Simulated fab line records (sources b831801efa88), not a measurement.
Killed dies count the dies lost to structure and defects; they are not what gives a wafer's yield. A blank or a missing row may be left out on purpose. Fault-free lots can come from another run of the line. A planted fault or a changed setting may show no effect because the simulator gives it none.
2 desks, one fault / flow gf180mcu / numbers are kept per desk, each desk with only its own; the story behind them comes last

## AT THE METROLOGY DESK
What the gauges read, lot by lot, whatever tool the lot ran on: means of the sampled wafers that have a number. A lot is out of limits, marked OUT, if its mean lies more than 4 standard deviations from the usual mean; the brackets give that distance.
Columns: A = HV_LDD_03_OVL at GF_HV_LDD_OVL_MEAS_47, usual -1.3 nm; B = NSD_OVL at GF_NSD_OVL_MEAS_08, usual -0.5 nm; C = PSD_RS at GF_PSD_RS_MEAS_15, usual 108.61 ohm/sq; D = SAB_CVD_00_THK at GF_SAB_THK_MEAS_01, usual 50.0 nm
lot=L757; first seen here=day 12 07:51; A=-1.0; B=-2.3; C=108.58; D=50.5
lot=L760; first seen here=day 13 08:37; A=-2.6; B=-0.4; C=108.68; D=50.1
lot=L763; first seen here=day 14 07:36; A=-1.9; B=0.5; C=108.49; D=50.1
lot=L764; first seen here=day 14 17:24; A=-1.9; B=-1.1; C=108.75; D=50.0
lot=L765; first seen here=day 15 02:00; A=1.6; B=-1.7; C=108.25; D=50.4
lot=L766; first seen here=day 15 13:27; A=0.0; B=-0.3; C=109.07; D=50.4
lot=L767; first seen here=day 15 23:12; A=0.5; B=-0.3; C=108.33; D=50.4
lot=L770; first seen here=day 16 20:37; A=-2.3; B=0.2; C=108.79; D=50.1
lot=L771; first seen here=day 17 04:32; A=-1.5; B=-1.2; C=107.80; D=49.7
lot=L772; first seen here=day 17 11:00; A=-0.1; B=-0.2; C=107.95; D=49.1
lot=L779; first seen here=day 19 17:54; A=-3.0; B=0.9; C=108.36; D=50.5
lot=L780; first seen here=day 20 04:29; A=0.0; B=-0.6; C=108.43; D=49.8
This desk's finding: nothing out of limits on any of the 12 lots.

## THE TOOL OWNER'S DESK: implanter-01
For each lot that ran on this tool, the mean over its sampled wafers that have a number, from the tool's own readings at GF_PSD_IMPLANT_09. A lot is out of limits, marked OUT, if its mean lies more than 4 standard deviations from the usual mean; the brackets give that distance.
Columns: A = beam-energy-keV at GF_PSD_IMPLANT_09, usual 40.003
lot=L763; first seen here=day 16 05:38; A=40.007
lot=L764; first seen here=day 16 16:03; A=40.008
lot=L765; first seen here=day 17 01:39; A=39.995
lot=L766; first seen here=day 17 14:02; A=39.992
lot=L767; first seen here=day 18 00:29; A=40.018
lot=L771; first seen here=day 19 07:34; A=40.680 (+68) OUT
lot=L772; first seen here=day 19 14:10; A=40.687 (+68) OUT
This desk's verdict: out of limits on L771, L772, starting with L771 at day 19 07:34 (beam-energy-keV at GF_PSD_IMPLANT_09). L763, L764, L765, L766, L767 stayed within limits.

## BROUGHT TOGETHER
An alarm could have come from the tool owner's desk at day 19 07:34, on L771, L772.
At the metrology desk, nothing out of limits was observed.
The metrology desk has L771, L772 on record, within its limits.
On implanter-01, each named lot ran GF_PSD_IMPLANT_09.

## WHAT THE SIMULATOR HAD INSERTED
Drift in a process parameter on implanter-01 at GF_PSD_IMPLANT_09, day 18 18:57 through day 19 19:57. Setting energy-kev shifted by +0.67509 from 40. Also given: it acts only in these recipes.
Struck lots among those shown: L771, L772.
Delay in hours, fault start to first out-of-limits reading, by desk: the tool owner's desk at 13.
